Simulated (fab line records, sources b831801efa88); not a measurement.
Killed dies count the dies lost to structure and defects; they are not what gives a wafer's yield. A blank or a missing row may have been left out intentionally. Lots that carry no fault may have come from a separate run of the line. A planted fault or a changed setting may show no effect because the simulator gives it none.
Problem report in the 8D (eight disciplines) form, filled by code :: flow sfqLine :: the parts of the form that need people (team, actions taken, sign-off) are left out

## 1. WHAT WENT WRONG
Wafers without a fault read 200.4 nm, standard deviation 0.97; thkNm at SFQ_TRILAYER_I0_METRO_MEASURE_029 reads a mean of 214.8 nm on 2 wafers belonging to 2 lots. Relative to the usual mean, that is a shift of +15 standard deviations.
First seen on wafer L417.2, day 14 03:05, on filmMetro-02. At this step, 42 wafers from 14 lots have a number in the record. By rule, "out" or "out of limits" means more than 4 standard deviations away from the usual mean. All remaining wafers that have a number are taken as sound.

## 2. WHAT THIS IS AND IS NOT
question: which readings at this step
is: thkNm
is not: -

question: which lots
is: L417, L418
is not: L405, L406, L407, L412, L414, L421, L422, L423, L425, L426, L427, L428

question: which wafers of those lots
is: L417.2, L418.2
is not: L417.3, L417.4, L418.1, L418.4

question: read on which tools
is: filmMetro-02, filmMetro-03
is not: filmMetro-04

question: when
is: from day 14 03:05
is not: up to then (17 sound wafers); but 23 sound wafers of L418, L421, L422, L423, L425, L426, L427, L428 came after

## 3. SUSPECTS, AND WHAT RULES EACH OUT
Counting: any tool at a process step up to the reading remains a suspect provided it ran every lot that is out. Sound lots after the first of them don't rule it out here, since some wafers of a struck lot are sound.
- cmp-02 at SFQ_TRILAYER_I0_CMP_CMP_028 (polishes SiO2): kept. It ran every lot that is out, first L417 (day 13 23:46); its last sound lot up to then is L412 (day 12 20:35).
- Within cmp-02 at SFQ_TRILAYER_I0_CMP_CMP_028: the wafers that are out ran in chambers 2, 3; their sound lot-mates ran in chambers 0, 1.
Remaining after the count: cmp-02 at SFQ_TRILAYER_I0_CMP_CMP_028.

## 4. THE CAUSE (what the simulator had put in)
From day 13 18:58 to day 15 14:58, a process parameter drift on cmp-02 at SFQ_TRILAYER_I0_CMP_CMP_028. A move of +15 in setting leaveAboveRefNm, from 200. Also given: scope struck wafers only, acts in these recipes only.
After counting, this tool was the only one left.

## 5. THE CHAIN OF EFFECTS, in route order
Each row: a reading whose mean over the struck wafers that have a number lies more than 3 standard deviations from the usual. Scope: only readings with a usual standard deviation given in the record; hours: median across lots of the time from each lot's start at the first step in this table that gives one to its start at this step; sigmas: change in usual standard deviations.
hours: 0
step: SFQ_TRILAYER_I0_METRO_MEASURE_029
reading: thkNm
usual: 200.4 nm
on struck wafers: 214.8
change: +14.3
sigmas: +15

hours: 145
step: SFQ_TRILAYER_I0_VIA_ETCH_VIA_ETCH_034
reading: oesProductAu
usual: 0.855 a.u.
on struck wafers: 0.893
change: +0.038
sigmas: +8.4
Process steps it contains:
- SFQ_TRILAYER_I0_METRO_MEASURE_029
- SFQ_TRILAYER_I0_VIA_ETCH_VIA_ETCH_034: etches SiO2 in CHF3, stops on Nb, target depth 260 nm.
At these later measuring or inspecting steps, every struck wafer for which the step has a row has a number for every such reading, and none has moved that far: SFQ_M4_OVL_MEAS_926, SFQ_M5_OVL_MEAS_932.

## 6. HOW IT WOULD HAVE BEEN CAUGHT EARLIER
In this record the first reading out of limits was taken at day 14 03:05, 8 hours after the fault began at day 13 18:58.
An alarm limit of 4 standard deviations would not have fired on the tool readings at SFQ_TRILAYER_I0_CMP_CMP_028 for which the record gives a usual standard deviation, since none of them was out on any struck wafer.
Lots out: 2; of these, L418 started SFQ_TRILAYER_I0_CMP_CMP_028 on cmp-02 after day 14 03:05. Holding the tool at that time would have saved it.
